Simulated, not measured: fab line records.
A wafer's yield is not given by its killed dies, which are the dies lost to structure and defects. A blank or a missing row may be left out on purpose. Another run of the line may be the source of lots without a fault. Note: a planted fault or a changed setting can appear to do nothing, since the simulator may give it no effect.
Which of the tools did it?	flow gf180mcu	20 wafers sampled from 7 lots at 1 step of a route of 602

## WHAT THE GAUGES READ, wafer by wafer
GF_V2_THK_MEAS_03.
lot	measured	on	V2_CVD_02_THK (nm)
L762	day 19 14:38	film metro-04	855 865 862
L765	day 20 18:05	film metro-04	845 866 842
L767	day 21 15:34	film metro-04	835 848 838
L770	day 22 13:30	film metro-02	839 864 863
L778	day 25 06:33	film metro-03	843 859
L781	day 26 09:24	film metro-03	828 830 848
L783	day 26 19:46	film metro-04	852 847 857

## TOOL THAT RAN EACH LOT (tool first, then ch and the chambers of the sampled wafers, then the start)
No process step before these readings appears in the record.

## THE ANSWER, worked out from the rows above alone
Rule: what is usual is taken from the lots themselves. Put in order of their means at a reading, lots are off if they are a third of the lots or fewer, leave a main group of 4 or more, and stand apart from it by a gap of 3 or more times the standard deviation of the main group's means; of several such gaps the widest counts. The tables above print the reading to a certain number of digits; a main group whose means all agree to those digits is not used. Also off: a lot with no number at a reading for which 4 or more lots have one. The other lots that the step has rows for count as sound.
Nothing can be told from this: no lot is off at any reading shown.

## WHAT HAD BEEN PUT IN BY THE SIMULATOR
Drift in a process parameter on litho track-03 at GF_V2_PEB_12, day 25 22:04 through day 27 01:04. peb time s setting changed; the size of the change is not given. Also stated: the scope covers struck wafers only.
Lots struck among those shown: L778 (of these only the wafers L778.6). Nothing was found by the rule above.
